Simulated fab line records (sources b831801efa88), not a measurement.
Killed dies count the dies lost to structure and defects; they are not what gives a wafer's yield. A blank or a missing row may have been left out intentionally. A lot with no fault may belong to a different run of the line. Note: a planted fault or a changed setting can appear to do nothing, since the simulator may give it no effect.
fab line records | flow sky130
[record] lots = 14 | wafers = 42 | lastDay = 50
route steps=708 shown VT_ADJUST_HVTP@93 VT_ADJUST_NCORE@130 VT_ADJUST_HVTR@135 PAD_OPEN@708
lots that met no fault: from a run of the same line without faults
startH: start of the lot's first displayed wafer, in hours after the record's first day | waitH: how many hours have passed since the lot's step before this one | " identical to the entry in the row above | L1.1+2: a single row standing in for several wafers | - no value, or no start given | * or withheld: withheld | < > ~ a bound
route shown NAME@n: a module of which the file shows steps, and the number in the route of the first | usual: the fault-free wafers' mean and standard deviation | same: alike in all rows | chamber/n: place in a boat | sites: per-site readings | _std_site: their standard deviation | _edge_site: the outer-site mean with the inner-site mean subtracted | radiusMm: how far each site lies from the wafer's centre | mask NAME#n: copy n | behind: the last tool/chamber to shape the wafer | hold: the reason the lot was held/the length of the hold in hours/how it ended | device: which transistor (n, p or np) failed to switch | end of line: at the end of the route, the tests of the same wafers | where a step has no rows: the recipe by itself | killed: dies lost to structure and defects at the first sort, not the wafer's yield | map: a wafer's dies, marking killed ones x, the rest . and places with no die _
set.NAME: the setting the step ran with; set.NAME@STEP: the setting that earlier step ran with | model.NAME: the simulator's own value behind a step, which no gauge read
route steps across a sampled set of lots; one table per step, one row per wafer
services: the hour from which a tool's chamber was out of use, counted from the record's first day as startH (under 0 if before that day), plus the number of hours and why
[[steps]]
[step SKY_VT_ADJUST_HVTP_OVL_MEAS_08]
[usual] VT_ADJUST_HVTP_OVL = -0.5/1.3
lot.wafer | tool       | chamber | startH | waitH | VT_ADJUST_HVTP_OVL[nm]
L862.1    | overlay-01 | -       | 128.46 | 0.1   | 0.2
L862.3    | "          | -       | "      | "     | 0.8
L862.4    | "          | -       | "      | "     | 0.7
L864.1    | overlay-02 | -       | 140.60 | 0.1   | -1.0
L864.2    | "          | -       | "      | "     | 1.1
L864.4    | "          | -       | "      | "     | 0.0
L865.4    | overlay-02 | -       | 147.02 | 0.1   | -1.2
L865.5    | "          | -       | "      | "     | 0.9
L865.6    | "          | -       | "      | "     | -0.2
L866.1    | overlay-01 | -       | 156.15 | 0.1   | 0.2
L866.3    | "          | -       | "      | "     | 1.0
L866.6    | "          | -       | "      | "     | 0.4
L868.2    | overlay-02 | -       | 164.60 | 0.1   | -1.1
L868.4    | "          | -       | "      | "     | -0.3
L868.5    | "          | -       | "      | "     | -1.0
L869.1    | overlay-01 | -       | 171.15 | 0.1   | -1.7
L869.2    | "          | -       | "      | "     | 0.0
L869.3    | "          | -       | "      | "     | 0.7
L870.2    | overlay-01 | -       | 179.66 | 0.1   | -2.2
L870.5    | "          | -       | "      | "     | -1.2
L870.6    | "          | -       | "      | "     | -2.2
L871.2    | overlay-02 | -       | 186.01 | 0.1   | -0.1
L871.4    | "          | -       | "      | "     | -1.8
L871.6    | "          | -       | "      | "     | -3.3
L872.1    | overlay-02 | -       | 190.46 | 0.1   | -1.1
L872.4    | "          | -       | "      | "     | -1.9
L872.6    | "          | -       | "      | "     | -2.2
L874.1    | overlay-02 | -       | 204.74 | 0.1   | -1.0
L874.4    | "          | -       | "      | "     | -0.5
L874.5    | "          | -       | "      | "     | 1.7
L876.3    | overlay-02 | -       | 219.15 | 0.1   | 0.3
L876.4    | "          | -       | "      | "     | 0.2
L876.5    | "          | -       | "      | "     | 0.8
L877.1    | overlay-02 | -       | 224.49 | 0.1   | 0.4
L877.2    | "          | -       | "      | "     | -2.1
L877.5    | "          | -       | "      | "     | -2.3
L878.3    | overlay-02 | -       | 232.67 | 0.1   | -1.2
L878.4    | "          | -       | "      | "     | -2.1
L878.5    | "          | -       | "      | "     | -2.2
L883.1    | overlay-01 | -       | 258.36 | 0.1   | -0.4
L883.4    | "          | -       | "      | "     | 0.0
L883.5    | "          | -       | "      | "     | -1.7
[step SKY_VT_ADJUST_NCORE_TW_MEAS_11]
[usual] VT_ADJUST_NCORE_TW = 220/3.1
lot.wafer | tool         | chamber | startH | waitH | VT_ADJUST_NCORE_TW
L862.1    | filmMetro-01 | -       | 190.94 | 0.1   | 214
L862.3    | "            | -       | "      | "     | 214
L862.4    | "            | -       | "      | "     | 214
L864.1    | filmMetro-04 | -       | 206.07 | 0.1   | 222
L864.2    | "            | -       | "      | "     | 220
L864.4    | "            | -       | "      | "     | 221
L865.4    | filmMetro-01 | -       | 212.67 | 0.1   | 215
L865.5    | "            | -       | "      | "     | 215
L865.6    | "            | -       | "      | "     | 215
L866.1    | filmMetro-04 | -       | 222.87 | 0.1   | 221
L866.3    | "            | -       | "      | "     | 221
L866.6    | "            | -       | "      | "     | 220
L868.2    | filmMetro-01 | -       | 233.25 | 0.1   | 216
L868.4    | "            | -       | "      | "     | 215
L868.5    | "            | -       | "      | "     | 215
L869.1    | filmMetro-03 | -       | 239.29 | 0.1   | 222
L869.2    | "            | -       | "      | "     | 222
L869.3    | "            | -       | "      | "     | 222
L870.2    | filmMetro-03 | -       | 249.13 | 0.1   | 222
L870.5    | "            | -       | "      | "     | 221
L870.6    | "            | -       | "      | "     | 220
L871.2    | filmMetro-03 | -       | 256.75 | 0.1   | 222
L871.4    | "            | -       | "      | "     | 221
L871.6    | "            | -       | "      | "     | 221
L872.1    | filmMetro-03 | -       | 261.14 | 0.1   | 221
L872.4    | "            | -       | "      | "     | 221
L872.6    | "            | -       | "      | "     | 222
L874.1    | filmMetro-04 | -       | 284.82 | 0.1   | 224
L874.4    | "            | -       | "      | "     | 222
L874.5    | "            | -       | "      | "     | 223
L876.3    | filmMetro-04 | -       | 287.62 | 0.1   | 222
L876.4    | "            | -       | "      | "     | 224
L876.5    | "            | -       | "      | "     | 224
L877.1    | filmMetro-04 | -       | 306.27 | 0.1   | 222
L877.2    | "            | -       | "      | "     | 221
L877.5    | "            | -       | "      | "     | 223
L878.3    | filmMetro-03 | -       | 308.99 | 0.1   | 220
L878.4    | "            | -       | "      | "     | 221
L878.5    | "            | -       | "      | "     | 221
L883.1    | filmMetro-03 | -       | 339.64 | 0.1   | 220
L883.4    | "            | -       | "      | "     | 221
L883.5    | "            | -       | "      | "     | 221
[step SKY_VT_ADJUST_HVTR_EXPOSE_04]
[recipe] maskId = HVTRM | targetCdNm = 380 | na = 0.6 | sourceShape = conventional | sigmaOuter = 0.6 | doseMj = 150
[usual] exposureDoseMJCm2 = 149.89/0.16
lot.wafer | tool            | chamber | startH | waitH | mask    | exposureDoseMJCm2
L862.1    | ilineStepper-02 | 0       | 202.40 | -     | HVTRM#0 | 149.83
L862.3    | "               | 0       | "      | "     | HVTRM#0 | 149.58
L862.4    | "               | 0       | "      | "     | HVTRM#0 | 149.86
L864.1    | ilineStepper-02 | 0       | 217.64 | -     | HVTRM#0 | 150.08
L864.2    | "               | 0       | "      | "     | HVTRM#0 | 150.27
L864.4    | "               | 0       | "      | "     | HVTRM#0 | 150.05
L865.4    | ilineStepper-01 | 0       | 224.47 | -     | HVTRM#0 | 150.17
L865.5    | "               | 0       | "      | "     | HVTRM#0 | 150.08
L865.6    | "               | 0       | "      | "     | HVTRM#0 | 150.10
L866.1    | ilineStepper-02 | 0       | 235.00 | -     | HVTRM#0 | 149.77
L866.3    | "               | 0       | "      | "     | HVTRM#0 | 149.69
L866.6    | "               | 0       | "      | "     | HVTRM#0 | 149.72
L868.2    | ilineStepper-02 | 0       | 245.04 | -     | HVTRM#0 | 149.79
L868.4    | "               | 0       | "      | "     | HVTRM#0 | 149.93
L868.5    | "               | 0       | "      | "     | HVTRM#0 | 149.96
L869.1    | ilineStepper-02 | 0       | 251.03 | -     | HVTRM#0 | 149.56
L869.2    | "               | 0       | "      | "     | HVTRM#0 | 149.46
L869.3    | "               | 0       | "      | "     | HVTRM#0 | 149.78
L870.2    | ilineStepper-01 | 0       | 273.08 | -     | HVTRM#0 | 149.83
L870.5    | "               | 0       | "      | "     | HVTRM#0 | 149.76
L870.6    | "               | 0       | "      | "     | HVTRM#0 | 149.71
L871.2    | ilineStepper-01 | 0       | 275.41 | -     | HVTRM#0 | 149.82
L871.4    | "               | 0       | "      | "     | HVTRM#0 | 149.82
L871.6    | "               | 0       | "      | "     | HVTRM#0 | 149.81
L872.1    | ilineStepper-01 | 0       | 276.21 | -     | HVTRM#0 | 150.29
L872.4    | "               | 0       | "      | "     | HVTRM#0 | 149.91
L872.6    | "               | 0       | "      | "     | HVTRM#0 | 150.02
L874.1    | ilineStepper-02 | 0       | 297.12 | -     | HVTRM#0 | 149.93
L874.4    | "               | 0       | "      | "     | HVTRM#0 | 150.04
L874.5    | "               | 0       | "      | "     | HVTRM#0 | 149.95
L876.3    | ilineStepper-01 | 0       | 301.35 | -     | HVTRM#0 | 149.90
L876.4    | "               | 0       | "      | "     | HVTRM#0 | 150.08
L876.5    | "               | 0       | "      | "     | HVTRM#0 | 149.76
L877.1    | ilineStepper-01 | 0       | 317.13 | -     | HVTRM#0 | 149.71
L877.2    | "               | 0       | "      | "     | HVTRM#0 | 149.71
L877.5    | "               | 0       | "      | "     | HVTRM#0 | 149.74
L878.3    | ilineStepper-01 | 0       | 320.86 | -     | HVTRM#0 | 150.13
L878.4    | "               | 0       | "      | "     | HVTRM#0 | 149.94
L878.5    | "               | 0       | "      | "     | HVTRM#0 | 149.88
L883.1    | ilineStepper-02 | 0       | 353.51 | -     | HVTRM#0 | 149.97
L883.4    | "               | 0       | "      | "     | HVTRM#0 | 149.96
L883.5    | "               | 0       | "      | "     | HVTRM#0 | 150.00
[step SKY_VT_ADJUST_HVTR_OVL_MEAS_08]
[usual] VT_ADJUST_HVTR_OVL = 1.4/1.4
lot.wafer | tool       | chamber | startH | waitH | hold                    | VT_ADJUST_HVTR_OVL[nm]
L862.1    | overlay-01 | -       | 213.74 | 0.1   | -                       | 0.4
L862.3    | "          | -       | "      | "     | -                       | 0.8
L862.4    | "          | -       | "      | "     | -                       | 1.8
L864.1    | overlay-01 | -       | 229.09 | 0.1   | -                       | -1.4
L864.2    | "          | -       | "      | "     | -                       | 2.3
L864.4    | "          | -       | "      | "     | -                       | -0.8
L865.4    | overlay-01 | -       | 236.02 | 0.1   | -                       | 0.5
L865.5    | "          | -       | "      | "     | -                       | 1.4
L865.6    | "          | -       | "      | "     | -                       | 1.1
L866.1    | overlay-02 | -       | 246.10 | 0.1   | -                       | -0.4
L866.3    | "          | -       | "      | "     | -                       | 1.0
L866.6    | "          | -       | "      | "     | -                       | -0.5
L868.2    | overlay-02 | -       | 256.19 | 0.1   | -                       | 1.2
L868.4    | "          | -       | "      | "     | -                       | -0.1
L868.5    | "          | -       | "      | "     | -                       | 0.8
L869.1    | overlay-01 | -       | 262.64 | 0.1   | -                       | 1.7
L869.2    | "          | -       | "      | "     | -                       | 2.1
L869.3    | "          | -       | "      | "     | -                       | 0.9
L870.2    | overlay-01 | -       | 280.69 | 0.1   | -                       | 0.9
L870.5    | "          | -       | "      | "     | -                       | 2.4
L870.6    | "          | -       | "      | "     | -                       | 0.3
L871.2    | overlay-02 | -       | 283.59 | 0.1   | -                       | -0.1
L871.4    | "          | -       | "      | "     | -                       | 0.3
L871.6    | "          | -       | "      | "     | -                       | 1.7
L872.1    | overlay-02 | -       | 284.74 | 0.1   | -                       | 2.3
L872.4    | "          | -       | "      | "     | -                       | 2.1
L872.6    | "          | -       | "      | "     | -                       | 3.0
L874.1    | overlay-01 | -       | 311.00 | 0.1   | -                       | -0.1
L874.4    | "          | -       | "      | "     | -                       | 2.3
L874.5    | "          | -       | "      | "     | -                       | 1.4
L876.3    | overlay-01 | -       | 313.51 | 0.1   | awaitDispo/0.2h/release | 152.6
L876.4    | "          | -       | "      | "     | awaitDispo/0.2h/release | 152.8
L876.5    | "          | -       | "      | "     | awaitDispo/0.2h/release | 153.0
L876.3    | overlay-01 | -       | 313.72 | 0.2   | -                       | 150.4
L876.4    | "          | -       | "      | "     | -                       | 150.4
L876.5    | "          | -       | "      | "     | -                       | 151.1
L877.1    | overlay-02 | -       | 332.43 | 0.1   | awaitDispo/0.2h/release | 151.3
L877.2    | "          | -       | "      | "     | awaitDispo/0.2h/release | 152.8
L877.5    | "          | -       | "      | "     | awaitDispo/0.2h/release | 153.1
L877.1    | overlay-02 | -       | 332.63 | 0.2   | -                       | 149.5
L877.2    | "          | -       | "      | "     | -                       | 151.6
L877.5    | "          | -       | "      | "     | -                       | 150.8
L878.3    | overlay-02 | -       | 335.69 | 0.1   | awaitDispo/0.2h/release | 153.0
L878.4    | "          | -       | "      | "     | awaitDispo/0.2h/release | 153.8
L878.5    | "          | -       | "      | "     | awaitDispo/0.2h/release | 153.6
L878.3    | overlay-02 | -       | 335.89 | 0.2   | -                       | 150.7
L878.4    | "          | -       | "      | "     | -                       | 151.5
L878.5    | "          | -       | "      | "     | -                       | 151.8
L883.1    | overlay-02 | -       | 367.48 | 0.1   | -                       | 2.4
L883.4    | "          | -       | "      | "     | -                       | 2.1
L883.5    | "          | -       | "      | "     | -                       | 1.3
[step SKY_VT_ADJUST_HVTR_TW_MEAS_11]
[usual] VT_ADJUST_HVTR_TW = 210.3/2.6
lot.wafer | tool         | chamber | startH | waitH | VT_ADJUST_HVTR_TW
L862.1    | filmMetro-03 | -       | 214.03 | 0.1   | 213.6
L862.3    | "            | -       | "      | "     | 213.0
L862.4    | "            | -       | "      | "     | 212.8
L864.1    | filmMetro-03 | -       | 229.38 | 0.1   | 213.2
L864.2    | "            | -       | "      | "     | 212.3
L864.4    | "            | -       | "      | "     | 213.9
L865.4    | filmMetro-02 | -       | 236.32 | 0.1   | 211.1
L865.5    | "            | -       | "      | "     | 210.8
L865.6    | "            | -       | "      | "     | 210.1
L866.1    | filmMetro-03 | -       | 246.39 | 0.1   | 211.9
L866.3    | "            | -       | "      | "     | 214.7
L866.6    | "            | -       | "      | "     | 212.5
L868.2    | filmMetro-02 | -       | 256.48 | 0.1   | 210.2
L868.4    | "            | -       | "      | "     | 209.5
L868.5    | "            | -       | "      | "     | 208.9
L869.1    | filmMetro-03 | -       | 262.93 | 0.1   | 212.5
L869.2    | "            | -       | "      | "     | 213.2
L869.3    | "            | -       | "      | "     | 212.7
L870.2    | filmMetro-02 | -       | 281.49 | 0.1   | 207.9
L870.5    | "            | -       | "      | "     | 208.4
L870.6    | "            | -       | "      | "     | 208.1
L871.2    | filmMetro-02 | -       | 284.03 | 0.2   | 208.8
L871.4    | "            | -       | "      | "     | 208.1
L871.6    | "            | -       | "      | "     | 209.1
L872.1    | filmMetro-02 | -       | 285.03 | 0.1   | 208.2
L872.4    | "            | -       | "      | "     | 209.0
L872.6    | "            | -       | "      | "     | 208.2
L874.1    | filmMetro-01 | -       | 311.29 | 0.1   | 206.1
L874.4    | "            | -       | "      | "     | 205.4
L874.5    | "            | -       | "      | "     | 205.0
L883.1    | filmMetro-03 | -       | 367.77 | 0.1   | 212.8
L883.4    | "            | -       | "      | "     | 211.2
L883.5    | "            | -       | "      | "     | 213.5
[step SKY_PAD_OPEN_PROBE_99]
[usual] defectLimitedYield = 82.5/1.9 | killed_at_M0_to_M3 = 43/6.8 | killed_at_M4_up = 3.2/2 | killedAtContacts = 24/5.3 | killedAtFrontEnd = 16/4.4 | killedAtOther = 0.3/0.54 | killedDies = 86/9.4 | killedOpen = 48/6.6 | killedShort = 38/6.5 | sort_bin_3_pad_short = 0.8/0.4 | sort_bin_5_function = 10.4/1.5 | sort_bin_6_memory = 6.3/1.2 | sortNPass = 406/9.4 | sortYieldPct = 82.5/1.9
[same] grossDies = 492 | killedAtBackSide = 0 | sort_bin_4_leakage[%] = 0 | sort_bin_8_speed[%] = 0
lot.wafer | tool      | chamber | startH  | waitH | defectLimitedYield[%] | killed_at_M0_to_M3 | killed_at_M4_up | killedAtContacts | killedAtFrontEnd | killedAtOther | killedDies | killedOpen | killedShort | sort_bin_3_pad_short[%] | sort_bin_5_function[%] | sort_bin_6_memory[%] | sortNPass | sortYieldPct[%]
L864.1    | prober-02 | -       | 1114.64 | 0.1   | 84.1                  | 38                 | 3               | 19               | 18               | 0             | 78         | 44         | 34          | 0.6                     | 8.5                    | 6.7                  | 414       | 84.1
L864.2    | prober-02 | -       | 1114.69 | 0.1   | 83.5                  | 42                 | 3               | 22               | 14               | 0             | 81         | 50         | 31          | 0.2                     | 10.6                   | 5.7                  | 411       | 83.5
L864.4    | prober-02 | -       | 1114.79 | 0.2   | 81.9                  | 47                 | 5               | 17               | 19               | 1             | 89         | 52         | 37          | 0.6                     | 11.6                   | 5.9                  | 403       | 81.9
L874.4    | prober-02 | -       | 1174.75 | 0.2   | 81.5                  | 42                 | 3               | 28               | 18               | 0             | 91         | 63         | 28          | 0.8                     | 11.0                   | 6.7                  | 401       | 81.5
L874.5    | prober-02 | -       | 1174.80 | 0.2   | 80.5                  | 59                 | 1               | 24               | 11               | 1             | 96         | 51         | 43          | 1.4                     | 10.8                   | 7.3                  | 396       | 80.5
// killed by level:class
L864.1 VIA1:geometricParticle:open=7 POLY_GATE:geometricParticle:short=6 LI_CONTACT:geometricParticle:open=6 CONTACT:geometricParticle:open=6 FIELD_ISO:geometricParticle:open=5 VIA2:geometricParticle:open=5 POLY_GATE:geometricParticle:open=5 METAL1:geometricParticle:short=5
L864.2 LI_CONTACT:geometricParticle:open=10 VIA1:geometricParticle:open=9 VIA3:geometricParticle:open=7 VIA2:geometricParticle:open=5 CONTACT:geometricParticle:open=5 METAL2:geometricParticle:short=5 METAL3:geometricParticle:short=4 METAL1:geometricParticle:open=4
L864.4 VIA1:geometricParticle:open=15 VIA2:geometricParticle:open=9 CONTACT:geometricParticle:open=7 METAL1:geometricParticle:short=6 POLY_GATE:geometricParticle:open=5 POLY_GATE:geometricParticle:short=4 VIA3:geometricParticle:open=4 FIELD_ISO:geometricParticle:short=3
L874.4 CONTACT:geometricParticle:open=14 VIA3:geometricParticle:open=14 VIA1:geometricParticle:open=10 FIELD_ISO:geometricParticle:open=6 VIA2:geometricParticle:open=6 FIELD_ISO:geometricParticle:short=5 LOCAL_INTERCONNECT:geometricParticle:short=5 LI_CONTACT:geometricParticle:open=4
L874.5 VIA1:geometricParticle:open=13 METAL1:geometricParticle:short=8 VIA3:geometricParticle:open=8 CONTACT:geometricParticle:open=7 VIA2:geometricParticle:open=7 VIA1:geometricParticle:short=6 LI_CONTACT:geometricParticle:open=5 LOCAL_INTERCONNECT:geometricParticle:short=5
[[services]]
tool            | chamber | startH | hours | kind
ilineStepper-01 | 0       | 181.21 | -     | calibration
ilineStepper-01 | -       | 232.37 | 30.8  | repair
ilineStepper-01 | -       | 251.11 | 20.4  | repair
ilineStepper-02 | -       | 252.75 | 1.4   | repair
ilineStepper-02 | -       | 257.57 | 18.4  | repair
ilineStepper-01 | -       | 277.26 | 1.7   | pm
ilineStepper-02 | 0       | 342.99 | -     | calibration
ilineStepper-02 | -       | 350.15 | 1.7   | pm
[[key]]
[firstSign] step = SKY_VT_ADJUST_HVTR_OVL_MEAS_08 | reading = visit | direction = added
[effect] step = SKY_VT_ADJUST_HVTR_OVL_MEAS_08 | reading = VT_ADJUST_HVTR_OVL | direction = up | sigmas = 99+ | usual = 1.4 | struck = 152.9
metAt SKY_VT_ADJUST_HVTR_EXPOSE_04
struckLots L876,L877,L878
scrappedBehind SKY_VT_ADJUST_HVTR_OVL_MEAS_08 L876.3,L876.4,L876.5,L877.1,L877.2,L877.5,L878.3,L878.4,L878.5
notActingAt SKY_VT_ADJUST_HVTP_OVL_MEAS_08,SKY_VT_ADJUST_NCORE_TW_MEAS_11,SKY_VT_ADJUST_HVTR_TW_MEAS_11
onsetBetween 276.21 301.35
[fault] kind = scannerMatchingOverlay | tool = ilineStepper-01 | chamber = - | onsetH = 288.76 | steps = SKY_VT_ADJUST_HVTR_EXPOSE_04 | offset = 151.39
